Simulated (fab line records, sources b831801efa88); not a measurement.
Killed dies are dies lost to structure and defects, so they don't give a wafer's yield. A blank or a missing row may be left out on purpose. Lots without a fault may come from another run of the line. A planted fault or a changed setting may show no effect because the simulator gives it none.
Chamber matching | flow gf180mcu | GF_V1_CMP_26 on cmp-01: 4 sister chambers
The step polishes, stops on SiO2, t overpolish 15 s, target thk 0 nm. 16 wafers are shown with their chamber, then 8 later ones without.

WAFERS WITH THEIR CHAMBER
wafer  | chamber | motor_current_A (A) | time_to_endpoint_s (s) | overpolish_run_s (s)
L934.1 | 0       | 10.9                | 86                     | 15.007
L934.3 | 3       | 12.5                | 77                     | 15.002
L934.4 | 2       | 10.9                | 81                     | 14.991
L936.3 | 3       | 11.8                | 83                     | 14.989
L936.4 | 0       | 11.8                | 90                     | 15.008
L936.5 | 0       | 11.7                | 89                     | 15.000
L939.3 | 2       | 11.0                | 84                     | 14.998
L939.5 | 1       | 9.6                 | 81                     | 14.999
L939.6 | 0       | 11.8                | 92                     | 14.999
L941.1 | 0       | 11.9                | 89                     | 15.002
L941.2 | 1       | 9.4                 | 85                     | 14.982
L941.4 | 3       | 11.6                | 86                     | 14.994
L947.3 | 3       | 11.5                | 85                     | 15.004
L947.5 | 2       | 11.5                | 88                     | 15.010
L947.6 | 1       | 9.7                 | 83                     | 15.003
L950.2 | 2       | 10.8                | 85                     | 14.995

SIGNATURES (means of the wafers above)
reading            | chamber 0 | chamber 1 | chamber 2 | chamber 3 | scatter within a chamber
motor_current_A    | 11.620    | 9.567     | 11.050    | 11.850    | 0.367
time_to_endpoint_s | 89.20     | 83.00     | 84.50     | 82.75     | 2.89
overpolish_run_s   | 15.00320  | 14.99467  | 14.99850  | 14.99725  | 0.00743
Rule: a wafer's distance from a chamber is the root of the sum, over the readings, of the square of ((its reading less the chamber's mean) divided by the reading's scatter). The wafer belongs to the nearest chamber; if the next one is less than 2 further off, it can't be placed. The scatter: the root of (the sum of the squares of (reading less its chamber's mean) over the shown wafers, divided by (wafers less chambers)).

WAFERS WITHOUT THEIR CHAMBER
wafer  | motor_current_A (A) | time_to_endpoint_s (s) | overpolish_run_s (s)
L950.5 | 12.0                | 83                     | 14.992
L950.6 | 11.1                | 88                     | 14.992
L952.4 | 11.7                | 87                     | 15.009
L952.5 | 11.8                | 89                     | 14.996
L952.6 | 12.4                | 82                     | 14.992
L955.1 | 11.2                | 79                     | 14.991
L955.2 | 9.8                 | 75                     | 15.006
L955.3 | 11.4                | 87                     | 15.000

WHICH CHAMBER EACH WENT THROUGH
wafer  | from the rows above          | in truth
L950.5 | can't be placed: 3 or 2 or 0 | 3
L950.6 | can't be placed: 2 or 0 or 3 | 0
L952.4 | can't be placed: 0 or 3 or 2 | 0
L952.5 | can't be placed: 0 or 3 or 2 | 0
L952.6 | can't be placed: 3 or 0      | 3
L955.1 | can't be placed: 2 or 3 or 0 | 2
L955.2 | can't be placed: 1 or 2      | 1
L955.3 | can't be placed: 0 or 2 or 3 | 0
Placed correctly: 0 of 8. Can't be placed from these rows: 8 (the true chamber is among the candidates in 8). Placed wrongly: 0.
